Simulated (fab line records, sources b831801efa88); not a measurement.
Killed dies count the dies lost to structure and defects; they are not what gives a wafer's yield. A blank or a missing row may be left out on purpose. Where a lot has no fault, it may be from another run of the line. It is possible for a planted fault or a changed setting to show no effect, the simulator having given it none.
One fault through the eyes of 2 desks    flow sky130    each desk holds nothing but its own numbers, with what lay behind them at the end

## METROLOGY DESK
What the gauges read for every lot (on any tool): the sampled wafers with a number, averaged. If a lot's mean is further than 4 standard deviations from the usual mean, the lot is out of limits and carries the mark OUT (the distance appears in the brackets).
Columns: A = LDD_P_OVL at SKY_LDD_P_OVL_MEAS_08, usual 0.0 nm; B = LDD_LDN_OVL at SKY_LDD_LDN_OVL_MEAS_07, usual 0.0 nm
lot   first seen here  A     B
L527  day 20 12:52     0.3   -0.1
L528  day 20 13:28     0.5   0.7
L530  day 21 17:25     -0.5  0.8
L529  day 21 18:19     0.6   0.5
L532  day 22 01:25     0.1   -0.0
L536  day 23 11:47     0.2   -1.1
L535  day 23 14:35     -1.4  2.6
L540  day 23 22:16     0.0   0.1
L539  day 24 04:22     -0.3  -1.4
L544  day 25 22:29     -0.9  1.1
L545  day 25 23:49     2.8   0.7
L547  day 26 07:36     0.9   0.6
L548  day 26 20:43     3.5   -1.1
L550  day 27 07:17     0.7   2.5
This desk found nothing out of limits on any of the 14 lots.

## TOOL OWNER'S DESK, litho_track-04
Per lot that ran on this tool, the mean of the sampled wafers carrying a number, from the tool's own readings at SKY_POLY_CUT_SOFTBAKE_04 (time 90 s). If a lot's mean is further than 4 standard deviations from the usual mean, the lot is out of limits and carries the mark OUT (the distance appears in the brackets).
Columns: A = exhaust_pa at SKY_POLY_CUT_SOFTBAKE_04, usual 44.9 Pa; B = heater_power_total_W at SKY_POLY_CUT_SOFTBAKE_04, usual 57.37 W; C = run_length_s at SKY_POLY_CUT_SOFTBAKE_04, usual 119.33 s
lot   first seen here  A     B                C
L528  day 25 04:00     44.5  57.28            119.05
L532  day 26 10:00     44.6  57.39            119.24
L535  day 28 01:00     43.5  58.94 (+14) OUT  112.75 (-24) OUT
L540  day 29 06:00     45.1  60.32 (+27) OUT  106.41 (-48) OUT
L539  day 29 07:00     46.0  58.86 (+14) OUT  112.66 (-25) OUT
This desk finds L535, L539, L540 out of limits, L535 being first, at day 28 01:00 (heater_power_total_W at SKY_POLY_CUT_SOFTBAKE_04). In limits: L528, L532.

## ALL TOGETHER
On L535, L539, L540, at day 28 01:00, an alarm was possible from the tool owner's desk.
Metrology desk: nothing out of limits seen.
The metrology desk holds a record of L535, L539, L540, inside its limits.
Of the lots named, all ran SKY_POLY_CUT_SOFTBAKE_04 on litho_track-04.

## WHAT HAD BEEN PUT IN BY THE SIMULATOR
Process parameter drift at SKY_POLY_CUT_SOFTBAKE_04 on litho_track-04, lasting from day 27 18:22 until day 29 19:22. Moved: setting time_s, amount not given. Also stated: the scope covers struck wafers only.
Struck lots among those shown: L535, L539, L540.
How many hours passed from the start of the fault until each desk's first out-of-limits reading: the tool owner's desk, 7.
